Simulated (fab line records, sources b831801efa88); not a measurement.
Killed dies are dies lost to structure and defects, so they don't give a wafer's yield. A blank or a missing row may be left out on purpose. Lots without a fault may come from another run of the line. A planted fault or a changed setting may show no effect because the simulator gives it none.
Chamber matching | flow sky130 | SKY_FIELD_ISO_ETCH_17 on rie_si-01: 4 sister chambers
The step etches Si in HBr/Cl2/O2, target depth 342 nm, time 97.7 s. 14 wafers are shown with their chamber, then 7 later ones without.

WAFERS WITH THEIR CHAMBER
wafer  | chamber | oes_product_au (a.u.) | throttle_valve_pct (%)
L719.1 | 1       | 0.993                 | 25.644
L719.3 | 2       | 0.995                 | 25.657
L719.5 | 3       | 0.995                 | 25.672
L725.1 | 1       | 0.985                 | 25.655
L725.4 | 2       | 0.990                 | 25.658
L725.6 | 3       | 1.001                 | 25.654
L726.1 | 2       | 1.003                 | 25.678
L726.5 | 2       | 0.991                 | 25.663
L726.6 | 1       | 0.994                 | 25.668
L728.3 | 2       | 0.992                 | 25.669
L728.4 | 3       | 1.000                 | 25.658
L728.6 | 0       | 1.007                 | 25.662
L729.1 | 1       | 0.992                 | 25.658
L729.4 | 2       | 0.992                 | 25.666

SIGNATURES (means of the wafers above)
reading            | chamber 0 | chamber 1 | chamber 2 | chamber 3 | scatter within a chamber
oes_product_au     | 1.00700   | 0.99100   | 0.99383   | 0.99867   | 0.00431
throttle_valve_pct | 25.66200  | 25.65625  | 25.66517  | 25.66133  | 0.0088
Rule: a wafer's distance from a chamber is the root of the sum, over the readings, of the square of ((its reading less the chamber's mean) divided by the reading's scatter). The wafer belongs to the nearest chamber; if the next one is less than 2 further off, it can't be placed. The scatter: the root of (the sum of the squares of (reading less its chamber's mean) over the shown wafers, divided by (wafers less chambers)).

WAFERS WITHOUT THEIR CHAMBER
wafer  | oes_product_au (a.u.) | throttle_valve_pct (%)
L729.5 | 1.009                 | 25.634
L731.1 | 0.998                 | 25.646
L731.2 | 0.992                 | 25.667
L731.6 | 0.993                 | 25.659
L732.1 | 0.995                 | 25.678
L732.4 | 1.001                 | 25.647
L732.6 | 0.987                 | 25.663

WHICH CHAMBER EACH WENT THROUGH
wafer  | from the rows above               | in truth
L729.5 | can't be placed: 0 or 3 or 1 or 2 | 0
L731.1 | can't be placed: 3 or 1 or 2 or 0 | 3
L731.2 | can't be placed: 2 or 1 or 3      | 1
L731.6 | can't be placed: 1 or 2 or 3      | 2
L732.1 | can't be placed: 2 or 3 or 1 or 0 | 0
L732.4 | can't be placed: 3 or 0 or 1 or 2 | 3
L732.6 | can't be placed: 1 or 2 or 3      | 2
Placed correctly: 0 of 7. Can't be placed from these rows: 7 (the true chamber is among the candidates in 7). Placed wrongly: 0.
